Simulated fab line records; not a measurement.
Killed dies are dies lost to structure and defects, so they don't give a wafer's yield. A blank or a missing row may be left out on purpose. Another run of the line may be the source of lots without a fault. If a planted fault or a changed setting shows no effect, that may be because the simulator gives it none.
The tool behind it: which one?	flow sky130	7 lots with 20 wafers sampled at 2 steps, on a route of 708 steps

WHAT EACH GAUGE READ, for each wafer
SKY_VT_ADJUST_PCH_TW_MEAS_10.
lot	measured	on	VT_ADJUST_PCH_TW
L800	day 10 23:10	film metro-02	144.2 144.1 144.7
L802	day 11 17:28	film metro-01	143.4 142.6 142.9
L806	day 12 16:54	film metro-02	143.7 143.5
L814	day 15 21:59	film metro-02	143.6 143.2 144.1
L816	day 16 03:53	film metro-04	141.1 140.2 141.2
L818	day 16 22:22	film metro-04	140.3 141.0 141.5
L820	day 18 01:08	film metro-04	141.1 141.0 141.4

WHAT TOOL EACH LOT RAN ON (gives the tool, then ch and the chambers of the sampled wafers, and finally the start)
lot	SKY_NWELL_STRIP_25
L800	plasma asher-04 ch 0,1, day 5 18:50
L802	plasma asher-01 ch 0,1, day 6 08:46
L806	plasma asher-01 ch 0,1, day 7 03:47
L814	plasma asher-01 ch 0,1, day 9 14:56
L816	plasma asher-01 ch 0,1, day 9 21:42
L818	plasma asher-04 ch 0,1, day 10 10:23
L820	plasma asher-01 ch 0,1, day 11 08:20
- SKY_NWELL_STRIP_25: strips in O2/N2.

THE ANSWER, worked out from the rows above alone
Rule: usual is defined by the lots themselves. The widest of any qualifying gaps counts: lots, ordered by their means at a reading, are off when they make up no more than a third of the lots, leave a main group of 4 or more, and stand apart from it by 3 or more times the standard deviation of that group's means. The tables above print the reading to a certain number of digits; a main group whose means all agree to those digits is not used. Also off: a lot with no number at a reading for which 4 or more lots have one. Any other lot the step has rows for is counted as sound.
Nothing can be told from this: no lot is off at any reading shown.

WHAT WAS PUT IN BY THE SIMULATOR
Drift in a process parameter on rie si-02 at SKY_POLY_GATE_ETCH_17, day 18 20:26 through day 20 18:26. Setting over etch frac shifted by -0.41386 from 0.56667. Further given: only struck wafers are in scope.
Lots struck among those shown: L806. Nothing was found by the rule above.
